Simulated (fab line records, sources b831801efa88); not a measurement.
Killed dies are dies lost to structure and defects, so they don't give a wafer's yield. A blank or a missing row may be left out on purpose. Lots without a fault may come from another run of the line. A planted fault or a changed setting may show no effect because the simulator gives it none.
Which tool did it? | flow sky130 | 13 lots, 39 wafers sampled, at 5 steps of a route of 708

WHAT THE GAUGES READ, wafer by wafer
SKY_NWELL_OVL_MEAS_10.
lot  | measured    | on         | NWELL_00_OVL (nm)
L947 | day 4 21:47 | overlay-02 | 0.9 1.0 1.2
L949 | day 5 06:04 | overlay-02 | -1.6 -0.9 1.3
L951 | day 5 21:56 | overlay-01 | 1.7 1.1 1.4
L952 | day 6 00:44 | overlay-02 | 4.0 2.0 1.7
L953 | day 6 07:40 | overlay-01 | -0.1 0.7 0.4
L954 | day 6 13:11 | overlay-01 | 0.3 0.9 0.1
L957 | day 7 01:52 | overlay-02 | 1.4 1.0 -1.1
L958 | day 7 15:25 | overlay-02 | 1.9 2.3 1.6
L960 | day 8 01:22 | overlay-01 | 0.2 -0.8 -0.6
L961 | day 8 06:25 | overlay-02 | 1.8 0.0 -0.7
L962 | day 8 14:04 | overlay-01 | 0.8 -0.5 -0.2
L963 | day 8 17:28 | overlay-02 | 1.1 1.3 1.6
L965 | day 9 08:43 | overlay-01 | -0.2 0.5 1.8

SKY_VT_ADJUST_NCORE_OVL_MEAS_08.
lot  | measured     | on         | VT_ADJUST_NCORE_OVL (nm)
L947 | day 9 00:08  | overlay-01 | 2.0 3.0 1.8
L949 | day 9 09:59  | overlay-02 | 0.0 -0.6 -0.1
L951 | day 10 06:53 | overlay-02 | 0.5 1.3 1.1
L952 | day 10 08:26 | overlay-01 | 0.6 -1.3 0.6
L953 | day 10 17:11 | overlay-01 | -0.3 -1.4 0.0
L954 | day 11 00:23 | overlay-01 | -2.0 -1.9 -1.0
L957 | day 11 13:47 | overlay-01 | 0.9 1.9 1.0
L958 | day 12 07:50 | overlay-01 | -0.6 -2.0 0.1
L960 | day 12 20:02 | overlay-02 | -0.1 -0.3 0.5
L961 | day 13 01:50 | overlay-01 | -0.1 1.3 0.6
L962 | day 13 11:29 | overlay-02 | 0.4 -0.8 0.1
L963 | day 13 14:35 | overlay-01 | -0.7 -1.2 0.6
L965 | day 14 11:47 | overlay-02 | 0.1 -3.1 -3.0

SKY_VT_ADJUST_NCORE_TW_MEAS_11.
lot  | measured     | on            | VT_ADJUST_NCORE_TW
L947 | day 9 00:25  | film_metro-02 | 220.7 220.0 219.8
L949 | day 9 10:16  | film_metro-02 | 220.3 220.5 220.2
L951 | day 10 07:10 | film_metro-03 | 216.9 217.1 216.7
L952 | day 10 08:43 | film_metro-03 | 217.0 217.3 216.7
L953 | day 10 17:28 | film_metro-02 | 220.4 220.5 220.0
L954 | day 11 00:40 | film_metro-01 | 217.3 217.4 217.7
L957 | day 11 14:05 | film_metro-01 | 215.8 216.7 217.0
L958 | day 12 08:07 | film_metro-01 | 218.3 217.5 218.5
L960 | day 12 20:19 | film_metro-02 | 203.5 203.3 203.3 203.9 204.4 203.7
L961 | day 13 02:07 | film_metro-01 | 218.7 217.8 218.9
L962 | day 13 11:46 | film_metro-02 | 220.7 218.9 221.1
L963 | day 13 14:52 | film_metro-01 | 202.7 202.3 201.1 200.7 202.6 201.2
L965 | day 14 12:05 | film_metro-01 | 216.1 216.9 216.6

SKY_VT_ADJUST_PCH_OVL_MEAS_07.
lot  | measured     | on         | VT_ADJUST_PCH_OVL (nm)
L947 | day 10 21:01 | overlay-02 | 0.0 2.1 2.1
L949 | day 11 07:55 | overlay-02 | -3.2 -1.3 -0.8
L951 | day 12 06:35 | overlay-01 | 2.1 1.5 1.1
L952 | day 12 08:40 | overlay-02 | -1.7 0.3 0.9
L953 | day 12 16:32 | overlay-02 | -2.1 -1.8 -2.6
L954 | day 13 01:31 | overlay-02 | -0.8 1.4 0.6
L957 | day 13 15:49 | overlay-01 | 0.1 0.8 0.2
L958 | day 14 12:01 | overlay-01 | 1.1 0.8 2.0
L960 | day 14 23:37 | overlay-01 | 1.1 2.0 -0.2
L961 | day 15 05:46 | overlay-02 | 0.6 0.3 1.8
L962 | day 15 16:49 | overlay-01 | 0.4 -1.1 -0.7
L963 | day 15 19:40 | overlay-02 | 0.9 -0.6 0.3
L965 | day 16 19:10 | overlay-01 | 0.1 -2.4 -1.6

WHICH TOOL RAN EACH LOT (tool, then ch and the chambers of the sampled wafers, then the start)
lot  | SKY_VT_ADJUST_NCORE_IMPLANT_09
L947 | implanter-04 ch 0, day 9 00:10
L949 | implanter-02 ch 0, day 9 10:01
L951 | implanter-04 ch 0, day 10 06:55
L952 | implanter-02 ch 0, day 10 08:29
L953 | implanter-02 ch 0, day 10 17:13
L954 | implanter-02 ch 0, day 11 00:26
L957 | implanter-04 ch 0, day 11 13:52
L958 | implanter-02 ch 0, day 12 07:52
L960 | implanter-02 ch 0, day 12 20:04
L961 | implanter-04 ch 0, day 13 01:52
L962 | implanter-04 ch 0, day 13 11:32
L963 | implanter-02 ch 0, day 13 14:38
L965 | implanter-04 ch 0, day 14 11:52
- SKY_VT_ADJUST_NCORE_IMPLANT_09

WHAT THE TOOLS THEMSELVES READ (means of the sampled wafers that have a number; where no wafer has one, the mark that the record gives instead)
SKY_VT_ADJUST_NCORE_IMPLANT_09.
lot  | tool         | beam_energy_keV | faraday_current_uA
L947 | implanter-04 | 10.003          | 13.48
L949 | implanter-02 | 10.002          | 13.47
L951 | implanter-04 | 10.000          | 13.68
L952 | implanter-02 | 10.003          | 13.87
L953 | implanter-02 | 10.004          | 13.43
L954 | implanter-02 | 10.002          | 13.45
L957 | implanter-04 | 9.995           | 13.41
L958 | implanter-02 | 9.998           | 13.47
L960 | implanter-02 | 7.130           | 13.37
L961 | implanter-04 | 9.997           | 13.24
L962 | implanter-04 | 10.003          | 13.50
L963 | implanter-02 | 7.129           | 13.33
L965 | implanter-04 | 9.997           | 13.99

THE ANSWER, worked out from the rows above alone
Rule: what is usual is taken from the lots themselves. Put in order of their means at a reading, lots are off if they are a third of the lots or fewer, leave a main group of 4 or more, and stand apart from it by a gap of 3 or more times the standard deviation of the main group's means; of several such gaps the widest counts. A main group whose means are all the same, to the digits that the tables above print for the reading, isn't used. A lot without any number at a reading at which 4 lots or more have one is off too. The other lots that the step has rows for count as sound. The gauges are gone through in route order, then the tools' own readings, and for those a lot's mean is taken as printed above. The first step at which some lot is off is used, and at that step the reading that is off furthest; a lot without a number counts as furthest.
Off: L960, L963, at SKY_VT_ADJUST_NCORE_TW_MEAS_11 (VT_ADJUST_NCORE_TW). The main group: mean 218.4, standard deviation 1.5.
A tool fits if, at a process step before that reading, it ran every lot that is off, and no sound lot after the first of them. The gauges at SKY_VT_ADJUST_NCORE_TW_MEAS_11 aren't tried: what is off there is off at SKY_VT_ADJUST_NCORE_IMPLANT_09 too, on other tools, and a gauge's error can't cause that. One fits: implanter-02 at SKY_VT_ADJUST_NCORE_IMPLANT_09. Its last sound lot is L958 (day 12 07:52), its first lot that is off L960 (day 12 20:04): a fault that began between those two fits.
The tool's own readings at SKY_VT_ADJUST_NCORE_IMPLANT_09 bear it out: on the lots that are off they differ by more than 5 times the standard deviation of the sound lots' means. beam_energy_keV reads 7.130 there against 10.000 on the sound lots.

WHAT THE SIMULATOR HAD PUT IN
Process parameter drift: implanter-02, from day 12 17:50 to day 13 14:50, at SKY_VT_ADJUST_NCORE_IMPLANT_09. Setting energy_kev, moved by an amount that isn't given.
Lots struck among those shown: L960, L963. The rule above found the same.
